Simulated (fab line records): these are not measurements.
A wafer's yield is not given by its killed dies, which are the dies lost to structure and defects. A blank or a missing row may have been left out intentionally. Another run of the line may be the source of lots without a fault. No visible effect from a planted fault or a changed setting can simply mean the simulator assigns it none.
fab line records	flow sky130
record lots=24	wafers=72	last-day=50
route steps=708 shown METAL1@451 VIA1@471 VIA2@527 METAL5@666
lots with no fault: from the same line, run without faults
start-h: hours from the record's first day to the start of the lot's first wafer shown	wait-h: hours elapsed since this lot's preceding step	" unchanged from the row above	L1.1+2: several wafers, shown together as one row	- no value present, or no start provided	* or withheld: withheld	< > ~ a bound
route shown NAME@n: a module of which the file shows steps, and the number in the route of the first	usual: mean/standard deviation taken from wafers without a fault	same: alike in all rows	chamber/n: place in a boat	sites: each site's reading	_std_site: standard deviation of those values	_edge_site: outer sites' mean less inner sites'	radius-mm: for every site, how far away it sits from the centre of the wafer	mask NAME#n: copy n	behind: tool/chamber where the wafer was last shaped	hold: why the lot went on hold/how many hours it stayed there/how the hold came to an end	device: whichever transistor did not switch (one of n, p or np)	end of line: the same wafers' tests at the end of the route	for a step that has no rows: nothing shown but its recipe	killed: dies lost to structure and defects at the first sort, not the wafer's yield	map: the dies of a wafer, with x for killed, . for not killed, _ for no die there
set.NAME: the setting as run; set.NAME@STEP: as run at that earlier step	model.NAME: the simulator's own value behind a step, which no gauge read
steps of the route over a sample of lots; a table a step, a row a wafer
services: the hour from which a tool's chamber was out of use, counted from the record's first day as start-h (under 0 if before that day), plus the number of hours and why
## steps
# step SKY_METAL1_DESCUM_17
# recipe chemistry=O2	source-power-w=150	bias-power-w=0	pressure-mtorr=10	temp-c=40	time-s=8
# usual chamber-pressure-mTorr=9.999/0.0092	drypump-motor-current-A=5.54/0.16	oes-product-au=0.996/0.011
lot.wafer	tool	chamber	start-h	wait-h	chamber-pressure-mTorr	drypump-motor-current-A	oes-product-au	rf-hours-counter-h
L074.1	rie-metal-03	1	772.57	0.0	10.001	5.77	0.985	14
L074.3	"	1	"	"	9.994	5.77	0.983	-
L074.4	"	0	"	"	10.002	5.57	1.007	-
L075.1	rie-metal-02	0	773.46	0.0	10.014	5.67	0.981	5
L075.5	"	1	"	"	9.997	5.63	1.012	-
L075.6	"	0	"	"	9.998	5.66	0.974	-
L076.1	rie-metal-04	1	780.77	0.0	9.999	5.30	0.991	5
L076.3	"	1	"	"	10.014	5.30	0.982	-
L076.5	"	0	"	"	9.996	5.35	1.004	-
L077.1	rie-metal-04	0	792.12	0.0	9.997	5.36	0.996	11
L077.2	"	1	"	"	10.003	5.29	0.985	5
L077.3	"	1	"	"	9.999	5.30	0.991	-
L078.2	rie-metal-03	1	803.72	0.0	9.997	5.79	0.994	15
L078.5	"	0	"	"	9.987	5.58	1.010	-
L078.6	"	1	"	"	10.006	5.83	0.981	-
L079.2	rie-metal-04	0	807.47	0.0	9.997	5.36	1.007	11
L079.4	"	0	"	"	9.986	5.36	1.004	-
L079.6	"	1	"	"	9.989	5.29	0.993	-
L080.2	rie-metal-02	1	808.32	0.0	9.993	5.63	1.008	1
L080.3	"	1	"	"	10.003	5.61	1.004	-
L080.6	"	1	"	"	10.005	5.60	0.998	-
L081.2	rie-metal-04	1	817.72	0.0	10.002	5.29	0.996	6
L081.5	"	1	"	"	9.989	5.28	0.999	-
L081.6	"	0	"	"	9.986	5.37	1.006	-
L082.3	rie-metal-03	1	829.53	0.0	10.011	5.79	0.982	-
L082.5	"	1	"	"	9.990	5.79	0.983	-
L082.6	"	0	"	"	9.990	5.57	0.998	-
L083.2	rie-metal-04	0	834.77	0.0	9.992	5.35	1.005	12
L083.5	"	1	"	"	9.988	5.31	0.997	-
L083.6	"	0	"	"	9.992	5.36	0.997	-
L084.4	rie-metal-02	1	841.28	0.0	9.991	5.62	0.989	-
L084.5	"	1	"	"	10.021	5.61	0.988	-
L084.6	"	0	"	"	10.005	5.68	0.986	-
L085.2	rie-metal-03	1	846.52	0.0	9.995	5.76	0.991	16
L085.3	"	1	"	"	10.008	5.75	0.980	-
L085.6	"	1	"	"	9.991	5.78	0.986	-
L086.1	rie-metal-02	1	852.41	0.0	9.998	5.64	0.994	2
L086.2	"	0	"	"	10.004	5.69	0.986	8
L086.3	"	1	"	"	9.998	5.64	0.997	-
L089.2	rie-metal-03	0	893.93	0.0	9.983	5.56	1.008	-
L089.3	"	0	"	"	10.000	5.56	1.011	-
L089.6	"	0	"	"	9.993	5.56	0.998	-
L087.1	rie-metal-02	1	895.87	0.0	10.014	5.61	1.004	4
L087.3	"	0	"	"	10.018	5.65	0.990	-
L087.6	"	1	"	"	10.004	5.62	1.000	-
L088.1	rie-metal-02	0	896.22	0.0	10.010	5.66	0.982	10
L088.2	"	1	"	"	9.990	5.60	1.003	4
L088.4	"	0	"	"	9.994	5.64	0.987	-
L090.1	rie-metal-04	0	896.27	0.0	9.995	5.36	1.012	14
L090.5	"	0	"	"	9.981	5.34	1.015	-
L090.6	"	1	"	"	9.983	5.29	0.999	-
L091.1	rie-metal-02	1	897.32	0.0	10.005	5.64	0.996	4
L091.2	"	0	"	"	9.982	5.67	0.977	10
L091.4	"	0	"	"	9.991	5.69	0.978	-
L092.3	rie-metal-02	1	899.68	0.0	10.015	5.66	1.005	-
L092.4	"	0	"	"	10.004	5.68	0.987	-
L092.5	"	1	"	"	9.995	5.65	0.999	-
L093.1	rie-metal-04	0	904.32	0.0	10.013	5.35	1.016	14
L093.5	"	0	"	"	9.999	5.37	1.014	-
L093.6	"	1	"	"	9.993	5.29	0.991	-
L094.3	rie-metal-04	1	909.43	0.0	10.001	5.32	0.990	-
L094.5	"	0	"	"	9.994	5.35	1.013	-
L094.6	"	1	"	"	9.991	5.30	0.994	-
L095.2	rie-metal-03	1	924.02	0.0	10.007	5.77	0.992	1
L095.4	"	1	"	"	9.993	5.75	0.989	-
L095.5	"	1	"	"	10.007	5.76	0.992	-
L096.4	rie-metal-02	0	930.48	0.0	10.003	5.68	0.982	-
L096.5	"	0	"	"	10.005	5.68	0.980	-
L096.6	"	1	"	"	10.005	5.64	0.999	-
L097.1	rie-metal-02	1	939.27	0.0	10.007	5.63	0.992	6
L097.5	"	1	"	"	9.999	5.63	0.981	-
L097.6	"	0	"	"	9.986	5.64	0.978	-
# step SKY_VIA1_OVL_MEAS_13
# usual VIA1_OVL=-3/5.9
lot.wafer	tool	chamber	start-h	wait-h	VIA1_OVL[nm]
L074.1	overlay-02	-	800.88	0.1	-6
L074.3	"	-	"	"	-9
L074.4	"	-	"	"	-13
L075.1	overlay-02	-	802.43	0.1	-12
L075.5	"	-	"	"	-11
L075.6	"	-	"	"	-4
L076.1	overlay-01	-	808.63	0.1	-9
L076.3	"	-	"	"	-3
L076.5	"	-	"	"	-4
L077.1	overlay-01	-	819.56	0.1	-9
L077.2	"	-	"	"	-5
L077.3	"	-	"	"	-8
L078.2	overlay-01	-	831.82	0.1	-2
L078.5	"	-	"	"	-8
L078.6	"	-	"	"	5
L079.2	overlay-02	-	835.52	0.1	-6
L079.4	"	-	"	"	-10
L079.6	"	-	"	"	-11
L080.2	overlay-01	-	835.87	0.1	-8
L080.3	"	-	"	"	-4
L080.6	"	-	"	"	-2
L081.2	overlay-02	-	845.87	0.1	3
L081.5	"	-	"	"	-2
L081.6	"	-	"	"	3
L082.3	overlay-01	-	856.38	0.1	7
L082.5	"	-	"	"	2
L082.6	"	-	"	"	5
L083.2	overlay-01	-	862.54	0.1	-8
L083.5	"	-	"	"	2
L083.6	"	-	"	"	2
L084.4	overlay-02	-	869.15	0.1	-8
L084.5	"	-	"	"	-1
L084.6	"	-	"	"	2
L085.2	overlay-01	-	873.74	0.1	-4
L085.3	"	-	"	"	-6
L085.6	"	-	"	"	-4
L086.1	overlay-01	-	880.36	0.1	-18
L086.2	"	-	"	"	-6
L086.3	"	-	"	"	-11
L089.2	overlay-01	-	920.74	0.1	-2
L089.3	"	-	"	"	-7
L089.6	"	-	"	"	-7
L087.1	overlay-01	-	922.67	0.1	11
L087.3	"	-	"	"	7
L087.6	"	-	"	"	0
L088.1	overlay-01	-	923.02	0.1	-5
L088.2	"	-	"	"	-10
L088.4	"	-	"	"	-8
L090.1	overlay-02	-	923.13	0.1	-2
L090.5	"	-	"	"	1
L090.6	"	-	"	"	-12
L091.1	overlay-01	-	923.71	0.1	-3
L091.2	"	-	"	"	-11
L091.4	"	-	"	"	-8
L092.3	overlay-01	-	926.39	0.1	-14
L092.4	"	-	"	"	-5
L092.5	"	-	"	"	-11
L093.1	overlay-01	-	930.77	0.1	-1
L093.5	"	-	"	"	-1
L093.6	"	-	"	"	7
L094.3	overlay-01	-	934.98	0.1	-3
L094.5	"	-	"	"	-2
L094.6	"	-	"	"	-3
L095.2	overlay-02	-	950.37	0.1	-6
L095.4	"	-	"	"	-4
L095.5	"	-	"	"	1
L096.4	overlay-02	-	956.43	0.1	-8
L096.5	"	-	"	"	-5
L096.6	"	-	"	"	3
L097.1	overlay-01	-	965.44	0.1	-7
L097.5	"	-	"	"	4
L097.6	"	-	"	"	-8
# step SKY_VIA1_SPUTTER_20
# recipe material=TiN	target-thk-nm=20	chamber-pressure-pa=5	power-w=4000	time-s=80
# usual throttle-valve-pct=29.8/0.79
lot.wafer	tool	chamber	start-h	wait-h	throttle-valve-pct
L074.1	pvd-sputter-02	-	801.60	0.0	31.0
L074.3	"	-	"	"	29.2
L074.4	"	-	"	"	30.4
L075.1	pvd-sputter-02	-	803.15	0.0	30.2
L075.5	"	-	"	"	29.2
L075.6	"	-	"	"	30.7
L076.1	pvd-sputter-02	-	809.35	0.0	29.5
L076.3	"	-	"	"	31.0
L076.5	"	-	"	"	31.1
L077.1	pvd-sputter-01	-	820.28	0.0	30.5
L077.2	"	-	"	"	28.7
L077.3	"	-	"	"	30.1
L078.2	pvd-sputter-02	-	832.53	0.0	30.1
L078.5	"	-	"	"	30.7
L078.6	"	-	"	"	30.8
L079.2	pvd-sputter-04	-	836.23	0.0	29.1
L079.4	"	-	"	"	29.5
L079.6	"	-	"	"	29.4
L080.2	pvd-sputter-01	-	836.58	0.0	28.5
L080.3	"	-	"	"	30.0
L080.6	"	-	"	"	29.0
L081.2	pvd-sputter-01	-	846.67	0.0	30.3
L081.5	"	-	"	"	28.9
L081.6	"	-	"	"	28.5
L082.3	pvd-sputter-01	-	857.10	0.0	30.1
L082.5	"	-	"	"	30.0
L082.6	"	-	"	"	28.7
L083.2	pvd-sputter-02	-	863.26	0.0	30.1
L083.5	"	-	"	"	30.5
L083.6	"	-	"	"	29.1
L084.4	pvd-sputter-01	-	869.89	0.0	29.8
L084.5	"	-	"	"	28.5
L084.6	"	-	"	"	30.1
L085.2	pvd-sputter-02	-	874.45	0.0	29.3
L085.3	"	-	"	"	30.1
L085.6	"	-	"	"	31.0
L086.1	pvd-sputter-02	-	881.09	0.0	29.3
L086.2	"	-	"	"	30.1
L086.3	"	-	"	"	30.6
L089.2	pvd-sputter-02	-	921.45	0.0	29.3
L089.3	"	-	"	"	30.2
L089.6	"	-	"	"	29.5
L087.1	pvd-sputter-01	-	923.44	0.0	28.8
L087.3	"	-	"	"	29.9
L087.6	"	-	"	"	30.2
L088.1	pvd-sputter-04	-	923.73	0.0	29.3
L088.2	"	-	"	"	29.3
L088.4	"	-	"	"	30.1
L090.1	pvd-sputter-02	-	924.25	0.0	30.4
L090.5	"	-	"	"	30.2
L090.6	"	-	"	"	29.4
L091.1	pvd-sputter-01	-	924.52	0.0	28.7
L091.2	"	-	"	"	29.7
L091.4	"	-	"	"	30.4
L092.3	pvd-sputter-04	-	927.19	0.0	29.4
L092.4	"	-	"	"	29.0
L092.5	"	-	"	"	29.1
L093.1	pvd-sputter-04	-	931.48	0.0	30.2
L093.5	"	-	"	"	28.8
L093.6	"	-	"	"	29.1
L094.3	pvd-sputter-02	-	935.69	0.0	30.5
L094.5	"	-	"	"	30.4
L094.6	"	-	"	"	29.3
L095.2	pvd-sputter-04	-	951.08	0.0	28.9
L095.4	"	-	"	"	29.3
L095.5	"	-	"	"	29.9
L096.4	pvd-sputter-01	-	957.62	0.0	28.6
L096.5	"	-	"	"	30.1
L096.6	"	-	"	"	30.7
L097.1	pvd-sputter-01	-	966.16	0.0	30.3
L097.5	"	-	"	"	30.1
L097.6	"	-	"	"	28.4
# step SKY_VIA2_SPUTTER_20
# recipe material=TiN	target-thk-nm=20	chamber-pressure-pa=5	power-w=4000	time-s=80
# usual throttle-valve-pct=29.9/0.83
lot.wafer	tool	chamber	start-h	wait-h	throttle-valve-pct
L074.1	pvd-sputter-02	-	857.74	0.0	29.2
L074.3	"	-	"	"	30.8
L074.4	"	-	"	"	30.7
L075.1	pvd-sputter-02	-	859.36	0.0	29.3
L075.5	"	-	"	"	30.2
L075.6	"	-	"	"	31.0
L076.1	pvd-sputter-02	-	864.82	0.0	30.6
L076.3	"	-	"	"	30.3
L076.5	"	-	"	"	30.8
L077.1	pvd-sputter-03	-	875.71	0.0	28.4
L077.2	"	-	"	"	28.7
L077.3	"	-	"	"	28.7
L078.2	pvd-sputter-01	-	886.67	0.0	30.0
L078.5	"	-	"	"	30.6
L078.6	"	-	"	"	28.7
L079.2	pvd-sputter-03	-	892.02	0.0	29.1
L079.4	"	-	"	"	28.5
L079.6	"	-	"	"	29.7
L080.2	pvd-sputter-02	-	892.31	0.0	30.5
L080.3	"	-	"	"	30.2
L080.6	"	-	"	"	30.8
L081.2	pvd-sputter-01	-	901.82	0.0	28.9
L081.5	"	-	"	"	30.6
L081.6	"	-	"	"	30.1
L082.3	pvd-sputter-01	-	910.27	0.0	30.0
L082.5	"	-	"	"	28.9
L082.6	"	-	"	"	28.5
L083.2	pvd-sputter-03	-	918.35	0.0	28.9
L083.5	"	-	"	"	28.4
L083.6	"	-	"	"	28.6
L084.4	pvd-sputter-02	-	924.06	0.0	29.4
L084.5	"	-	"	"	31.0
L084.6	"	-	"	"	30.4
L085.2	pvd-sputter-02	-	929.41	0.0	30.3
L085.3	"	-	"	"	30.9
L085.6	"	-	"	"	30.3
L086.1	pvd-sputter-01	-	935.05	0.0	30.1
L086.2	"	-	"	"	28.4
L086.3	"	-	"	"	30.5
L089.2	pvd-sputter-02	-	973.85	0.0	30.2
L089.3	"	-	"	"	30.7
L089.6	"	-	"	"	30.0
L087.1	pvd-sputter-01	-	976.06	0.0	28.5
L087.3	"	-	"	"	30.0
L087.6	"	-	"	"	29.1
L088.1	pvd-sputter-02	-	976.41	0.0	29.0
L088.2	"	-	"	"	30.5
L088.4	"	-	"	"	30.9
L090.1	pvd-sputter-01	-	976.72	0.0	30.6
L090.5	"	-	"	"	30.4
L090.6	"	-	"	"	29.9
L091.1	pvd-sputter-02	-	978.26	0.0	30.8
L091.2	"	-	"	"	29.2
L091.4	"	-	"	"	30.2
L092.3	pvd-sputter-02	-	980.17	0.0	30.2
L092.4	"	-	"	"	29.4
L092.5	"	-	"	"	30.8
L093.1	pvd-sputter-02	-	983.05	0.0	30.8
L093.5	"	-	"	"	30.1
L093.6	"	-	"	"	31.2
L094.3	pvd-sputter-02	-	987.36	0.0	30.9
L094.5	"	-	"	"	30.8
L094.6	"	-	"	"	30.2
L095.2	pvd-sputter-01	-	1003.67	0.0	30.1
L095.4	"	-	"	"	28.5
L095.5	"	-	"	"	28.7
L096.4	pvd-sputter-01	-	1009.00	0.0	30.2
L096.5	"	-	"	"	30.6
L096.6	"	-	"	"	28.9
L097.1	pvd-sputter-02	-	1016.71	0.0	29.4
L097.5	"	-	"	"	29.3
L097.6	"	-	"	"	30.2
# step SKY_VIA2_RS_MEAS_22
# recipe thk-meas-gauge=four-point-probe	reads=W_of_VIA2_CVD_21+TiN_of_VIA2_SPUTTER_20
# usual VIA2_W_RS=0.271/0.0049
lot.wafer	tool	chamber	start-h	wait-h	VIA2_W_RS[ohm/sq]
L074.1	film-metro-01	-	857.93	0.1	0.268
L074.3	"	-	"	"	0.272
L074.4	"	-	"	"	0.269
L075.1	film-metro-01	-	859.55	0.1	0.274
L075.5	"	-	"	"	0.271
L075.6	"	-	"	"	0.277
L076.1	film-metro-04	-	865.01	0.1	0.274
L076.3	"	-	"	"	0.275
L076.5	"	-	"	"	0.273
L077.1	film-metro-04	-	875.90	0.1	0.272
L077.2	"	-	"	"	0.275
L077.3	"	-	"	"	0.269
L078.2	film-metro-01	-	886.88	0.1	0.273
L078.5	"	-	"	"	0.273
L078.6	"	-	"	"	0.277
L079.2	film-metro-01	-	892.23	0.1	0.272
L079.4	"	-	"	"	0.276
L079.6	"	-	"	"	0.271
L080.2	film-metro-02	-	892.52	0.1	0.273
L080.3	"	-	"	"	0.272
L080.6	"	-	"	"	0.269
L081.2	film-metro-04	-	902.04	0.1	0.272
L081.5	"	-	"	"	0.274
L081.6	"	-	"	"	0.278
L082.3	film-metro-04	-	910.63	0.2	0.273
L082.5	"	-	"	"	0.273
L082.6	"	-	"	"	0.271
L083.2	film-metro-01	-	918.56	0.1	0.277
L083.5	"	-	"	"	0.273
L083.6	"	-	"	"	0.278
L084.4	film-metro-04	-	924.31	0.1	0.272
L084.5	"	-	"	"	0.274
L084.6	"	-	"	"	0.276
L085.2	film-metro-01	-	929.62	0.1	0.274
L085.3	"	-	"	"	0.274
L085.6	"	-	"	"	0.274
L086.1	film-metro-01	-	935.24	0.1	0.265
L086.2	"	-	"	"	0.273
L086.3	"	-	"	"	0.263
L089.2	film-metro-01	-	974.06	0.1	0.272
L089.3	"	-	"	"	0.276
L089.6	"	-	"	"	0.278
L087.1	film-metro-04	-	976.31	0.1	0.264
L087.3	"	-	"	"	0.264
L087.6	"	-	"	"	0.272
L088.1	film-metro-01	-	976.60	0.1	0.269
L088.2	"	-	"	"	0.273
L088.4	"	-	"	"	0.273
L090.1	film-metro-01	-	976.92	0.1	0.276
L090.5	"	-	"	"	0.263
L090.6	"	-	"	"	0.274
L091.1	film-metro-01	-	978.45	0.1	0.267
L091.2	"	-	"	"	0.258
L091.4	"	-	"	"	0.269
L092.3	film-metro-02	-	980.40	0.1	0.273
L092.4	"	-	"	"	0.263
L092.5	"	-	"	"	0.263
L093.1	film-metro-01	-	983.24	0.1	0.260
L093.5	"	-	"	"	0.263
L093.6	"	-	"	"	0.274
L094.3	film-metro-04	-	987.59	0.1	0.277
L094.5	"	-	"	"	0.277
L094.6	"	-	"	"	0.276
L095.2	film-metro-04	-	1003.89	0.1	0.274
L095.4	"	-	"	"	0.270
L095.5	"	-	"	"	0.272
L096.4	film-metro-04	-	1009.25	0.1	0.257
L096.5	"	-	"	"	0.272
L096.6	"	-	"	"	0.261
L097.1	film-metro-02	-	1016.90	0.1	0.267
L097.5	"	-	"	"	0.267
L097.6	"	-	"	"	0.267
# step SKY_METAL5_RS_MEAS_05
# recipe thk-meas-gauge=four-point-probe	reads=TiN_of_METAL5_SPUTTER_04+Ti_of_METAL5_SPUTTER_03+AlCu_of_METAL5_SPUTTER_02+TiN_of_METAL5_SPUTTER_01+Ti_of_METAL5_SPUTTER_00
# usual METAL5_ALCU_RS=0.02706/0.0003
lot.wafer	tool	chamber	start-h	wait-h	METAL5_ALCU_RS[ohm/sq]
L074.1	film-metro-04	-	1013.56	0.0	0.02716
L074.3	"	-	"	"	0.02729
L074.4	"	-	"	"	0.02719
L075.1	film-metro-04	-	1015.47	0.0	0.02727
L075.5	"	-	"	"	0.02724
L075.6	"	-	"	"	0.02721
L076.1	film-metro-01	-	1019.58	0.0	0.02699
L076.3	"	-	"	"	0.02713
L076.5	"	-	"	"	0.02711
L077.1	film-metro-04	-	1031.21	0.0	0.02791
L077.2	"	-	"	"	0.02741
L077.3	"	-	"	"	0.02733
L078.2	film-metro-03	-	1040.70	0.0	0.0271
L078.5	"	-	"	"	0.02702
L078.6	"	-	"	"	0.02664
L079.2	film-metro-03	-	1045.28	0.0	0.02747
L079.4	"	-	"	"	0.02717
L079.6	"	-	"	"	0.02724
L080.2	film-metro-03	-	1045.58	0.0	0.02727
L080.3	"	-	"	"	0.02689
L080.6	"	-	"	"	0.02728
L081.2	film-metro-04	-	1054.96	0.0	0.02761
L081.5	"	-	"	"	0.02719
L081.6	"	-	"	"	0.02714
L082.3	film-metro-03	-	1061.21	0.1	0.02732
L082.5	"	-	"	"	0.02735
L082.6	"	-	"	"	0.02687
L083.2	film-metro-04	-	1068.80	0.0	0.02665
L083.5	"	-	"	"	0.02711
L083.6	"	-	"	"	0.0267
L084.4	film-metro-01	-	1075.60	0.1	0.02756
L084.5	"	-	"	"	0.02693
L084.6	"	-	"	"	0.02755
L085.2	film-metro-04	-	1079.06	0.0	0.02695
L085.3	"	-	"	"	0.0271
L085.6	"	-	"	"	0.02687
L086.1	film-metro-04	-	1084.80	0.0	0.02674
L086.2	"	-	"	"	0.02651
L086.3	"	-	"	"	0.02707
L089.2	film-metro-04	-	1118.11	0.0	0.02685
L089.3	"	-	"	"	0.02652
L089.6	"	-	"	"	0.02643
L087.1	film-metro-01	-	1119.18	0.0	0.02738
L087.3	"	-	"	"	0.02705
L087.6	"	-	"	"	0.02704
L088.1	film-metro-03	-	1120.08	0.0	0.02713
L088.2	"	-	"	"	0.02738
L088.4	"	-	"	"	0.02721
L090.1	film-metro-04	-	1121.76	0.0	0.02685
L090.5	"	-	"	"	0.02659
L090.6	"	-	"	"	0.02677
L091.1	film-metro-03	-	1122.30	0.0	0.02744
L091.2	"	-	"	"	0.02672
L091.4	"	-	"	"	0.02735
L092.3	film-metro-04	-	1123.25	0.1	0.02647
L092.4	"	-	"	"	0.02653
L092.5	"	-	"	"	0.02723
L093.1	film-metro-04	-	1123.51	0.0	0.02756
L093.5	"	-	"	"	0.02746
L093.6	"	-	"	"	0.0277
L094.3	film-metro-03	-	1126.91	0.1	0.02694
L094.5	"	-	"	"	0.02701
L094.6	"	-	"	"	0.0269
L095.2	film-metro-04	-	1143.15	0.0	0.02758
L095.4	"	-	"	"	0.02735
L095.5	"	-	"	"	0.02752
L096.4	film-metro-03	-	1144.77	0.1	0.02683
L096.5	"	-	"	"	0.02689
L096.6	"	-	"	"	0.0268
L097.1	film-metro-03	-	1149.48	0.0	0.027
L097.5	"	-	"	"	0.02736
L097.6	"	-	"	"	0.02714
## services
tool	chamber	start-h	hours	kind
rie-metal-04	0	809.76	3.8	repair
pvd-sputter-03	-	818.83	13.6	repair
pvd-sputter-03	-	843.01	26.9	repair
pvd-sputter-03	-	857.44	0.9	repair
pvd-sputter-02	-	866.69	0.6	repair
rie-metal-04	0	885.86	4.2	repair
pvd-sputter-02	0	898.68	-	consumable-replace:kit
pvd-sputter-02	0	898.68	18.0	scheduled-down
pvd-sputter-02	0	898.68	18.0	vent-cycle
pvd-sputter-04	-	910.02	4.1	repair
pvd-sputter-02	-	932.88	0.8	repair
pvd-sputter-03	-	933.42	75.8	repair
pvd-sputter-01	-	940.61	2.3	repair
pvd-sputter-03	-	942.90	1.0	repair
pvd-sputter-03	-	955.82	7.4	repair
pvd-sputter-01	-	973.89	1.5	repair
pvd-sputter-02	-	989.22	0.9	repair
pvd-sputter-03	-	993.59	5.8	repair
pvd-sputter-01	-	995.95	2.8	repair
rie-metal-02	0	1009.68	8.8	repair
pvd-sputter-04	-	1013.21	0.8	repair
pvd-sputter-01	1	1015.47	-	consumable-replace:kit
pvd-sputter-01	1	1015.47	18.0	scheduled-down
pvd-sputter-01	1	1015.47	18.0	vent-cycle
## key
fault none
